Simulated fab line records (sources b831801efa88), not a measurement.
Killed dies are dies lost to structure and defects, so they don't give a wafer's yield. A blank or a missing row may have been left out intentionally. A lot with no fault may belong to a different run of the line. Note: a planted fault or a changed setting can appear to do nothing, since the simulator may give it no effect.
Problem report, 8D (eight disciplines) form, completed by code + flow sfq line + the parts of the form that need people (team, actions taken, sign-off) are left out

== 1. THE PROBLEM ==
JJ_NB_RS at SFQ_JJ_RS_MEAS_929 reads a mean of 0.966 ohm/sq on 1 wafer of 1 lot; wafers without a fault read 1.050 ohm/sq with a standard deviation of 0.01. That is -8.4 standard deviations from the usual mean.
The step: measures by four-point-probe.
First observed at day 54 10:59: wafer L647.6, on film metro-01. Wafers with a number at this step in the record: 39, from 13 lots. The rule behind "out" and "out of limits": a value lying over 4 standard deviations away from the usual mean. Any other wafer with a number is counted as sound.

== 2. WHAT THIS IS AND IS NOT ==
| question                    | is                | is not                                                                                 |
|-----------------------------|-------------------|----------------------------------------------------------------------------------------|
| which readings at this step | JJ_NB_RS          | -                                                                                      |
| which lots                  | L647              | L635, L636, L639, L640, L641, L642, L643, L644, L653, L655, L656, L657                 |
| which wafers of those lots  | L647.6            | L647.3, L647.5                                                                         |
| read on which gauges        | film metro-01     | film metro-02, film metro-04                                                           |
| when                        | from day 54 10:59 | up to then (26 sound wafers); but 12 sound wafers of L653, L655, L656, L657 came after |

== 3. SUSPECTS, AND WHAT RULES EACH OUT ==
Counting: if a tool at a process step up to the reading ran every lot that is out, it stays a suspect. Sound lots after the first of them don't rule it out here, since some wafers of a struck lot are sound.
- the gauge at SFQ_JJ_RS_MEAS_929: kept. All the wafers that are out were read on film metro-01, and no step on other tools shows them out.
- pvd sputter-06 at SFQ_TRILAYER_JJ_TRILAYER_DEP_SPUTTER_112 (material Nb, target thk 170 nm, time 113.3 s): kept. It processed L647, the lot that is out, at day 54 10:52, and its most recent sound lot before then was L644 at day 53 21:40.
What counting leaves: pvd sputter-06 at SFQ_TRILAYER_JJ_TRILAYER_DEP_SPUTTER_112 and film metro-01 at SFQ_JJ_RS_MEAS_929.

== 4. THE CAUSE (what the simulator had put in) ==
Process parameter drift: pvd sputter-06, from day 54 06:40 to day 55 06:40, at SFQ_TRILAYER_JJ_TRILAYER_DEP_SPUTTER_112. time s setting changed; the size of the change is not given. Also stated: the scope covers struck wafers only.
After counting, 2 suspects remain, this tool included.

== 5. THE EFFECT CHAIN, in route order ==
Each row: a reading where the mean over the struck wafers with a number is more than 3 standard deviations away from the usual. Scope: only readings with a usual standard deviation given in the record; hours: median across lots of the time from each lot's start at the first step in this table that gives one to its start at this step; sigmas: change in usual standard deviations.
| hours | step               | reading  | usual        | on struck wafers | change | sigmas |
|-------|--------------------|----------|--------------|------------------|--------|--------|
| 0     | SFQ_JJ_RS_MEAS_929 | JJ_NB_RS | 1.050 ohm/sq | 0.966            | -0.084 | -8.4   |

== 6. WHAT WOULD HAVE CAUGHT IT SOONER ==
The first out-of-limits reading at a measuring or inspecting step in this record came at day 54 10:59, 4 hours after the fault's start at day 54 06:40.
Tool readings at SFQ_TRILAYER_JJ_TRILAYER_DEP_SPUTTER_112 with a usual standard deviation given in the record: none out on any struck wafer, hence no alarm at a limit of 4 standard deviations on them.
All the lots that are out (1) had begun SFQ_TRILAYER_JJ_TRILAYER_DEP_SPUTTER_112 on pvd sputter-06 by day 54 10:59. Holding the tool at that point would not have protected any of them.
